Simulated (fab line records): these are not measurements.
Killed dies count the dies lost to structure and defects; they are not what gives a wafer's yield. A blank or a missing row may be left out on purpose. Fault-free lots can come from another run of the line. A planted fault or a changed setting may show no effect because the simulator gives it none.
2 desks, one fault ; flow gf180mcu ; each desk has only its own numbers; what lay behind them comes last

## AT THE TOOL OWNER'S DESK: pvdSputter-01
The tool's own readings at GF_MIM_SPUTTER_09 (material TiN, target thk 35 nm, time 29.2 s): means of the sampled wafers that have a number, for each lot that ran on this tool. Any lot whose mean is over 4 standard deviations away from the usual mean is out of limits and marked OUT; that distance is given in the brackets.
Columns: A = cathodeDcPowerW at GF_MIM_SPUTTER_09, usual 6500.0 W; B = throttleValvePct at GF_MIM_SPUTTER_09, usual 30.2 %
lot;first seen here;A;B
L541;day 25 01:12;6499.8;30.1
L544;day 25 17:41;6499.8;29.8
L547;day 27 00:29;6499.5;29.7
L551;day 28 03:14;5939.1 (-99 or more) OUT;29.1
L553;day 28 23:04;5939.4 (-99 or more) OUT;30.0
This desk's finding: out of limits on L551, L553; first on L551, day 28 03:14 (cathodeDcPowerW at GF_MIM_SPUTTER_09). In limits: L541, L544, L547.

## FROM THE METROLOGY DESK
What the gauges read for every lot (on any tool): the sampled wafers with a number, averaged. Any lot whose mean is over 4 standard deviations away from the usual mean is out of limits and marked OUT; that distance is given in the brackets.
Columns: A = MIM_CVD_05_THK at GF_MIM_THK_MEAS_06, usual 41.9 nm
lot;first seen here;A
L540;day 24 16:21;41.7
L541;day 25 01:05;41.2
L542;day 25 11:24;41.8
L543;day 25 13:59;41.2
L544;day 25 17:34;41.7
L545;day 26 00:53;43.0
L546;day 26 05:53;42.0
L547;day 27 00:22;41.6
L548;day 27 08:08;42.5
L551;day 28 03:08;42.2
L552;day 28 13:35;42.1
L553;day 28 22:57;41.8
L559;day 30 09:04;41.8
Finding of this desk: none of the 13 lots has anything out of limits.

## PUT TOGETHER
On L551, L553, at day 28 03:14, an alarm was possible from the tool owner's desk.
At the metrology desk, nothing out of limits was observed.
The metrology desk holds a record of L551, L553, inside its limits.
GF_MIM_SPUTTER_09 was run on pvdSputter-01 by each of the lots named.

## WHAT THE SIMULATOR PUT IN
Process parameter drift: pvdSputter-01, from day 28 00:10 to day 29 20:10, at GF_MIM_SPUTTER_09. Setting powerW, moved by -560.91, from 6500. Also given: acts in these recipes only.
Struck lots among those shown: L551, L553.
Hours from the fault's start to each desk's first reading out of limits: the tool owner's desk, 3.
